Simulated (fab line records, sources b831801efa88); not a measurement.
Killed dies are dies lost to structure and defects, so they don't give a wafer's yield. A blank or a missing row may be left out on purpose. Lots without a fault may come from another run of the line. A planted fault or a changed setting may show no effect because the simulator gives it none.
Which tool did it? | flow sky130 | 6 lots, 17 wafers sampled, at 1 step of a route of 708

WHAT THE GAUGES READ, wafer by wafer
SKY_CAPM_RS_MEAS_03: measures by four-point-probe.
lot  | measured     | on            | CAPM_TIN_RS (ohm/sq)
L473 | day 37 11:16 | film_metro-03 | 6.67 6.80 6.84
L474 | day 37 19:42 | film_metro-04 | 6.83 6.75 6.75
L476 | day 38 07:52 | film_metro-04 | 6.70 6.73 6.72
L478 | day 39 02:40 | film_metro-04 | 6.74 6.70 6.72
L482 | day 39 21:08 | film_metro-02 | 6.75 6.75 6.83
L494 | day 43 06:22 | film_metro-04 | 6.77 6.71

WHICH TOOL RAN EACH LOT (tool, then ch and the chambers of the sampled wafers, then the start)
The record holds no process step before these readings.

THE ANSWER, worked out from the rows above alone
Rule: what is usual is taken from the lots themselves. Put in order of their means at a reading, lots are off if they are a third of the lots or fewer, leave a main group of 4 or more, and stand apart from it by a gap of 3 or more times the standard deviation of the main group's means; of several such gaps the widest counts. A main group whose means are all the same, to the digits that the tables above print for the reading, isn't used. A lot without any number at a reading at which 4 lots or more have one is off too. The other lots that the step has rows for count as sound.
No lot is off at any reading shown: from this, nothing can be told.

WHAT THE SIMULATOR HAD PUT IN
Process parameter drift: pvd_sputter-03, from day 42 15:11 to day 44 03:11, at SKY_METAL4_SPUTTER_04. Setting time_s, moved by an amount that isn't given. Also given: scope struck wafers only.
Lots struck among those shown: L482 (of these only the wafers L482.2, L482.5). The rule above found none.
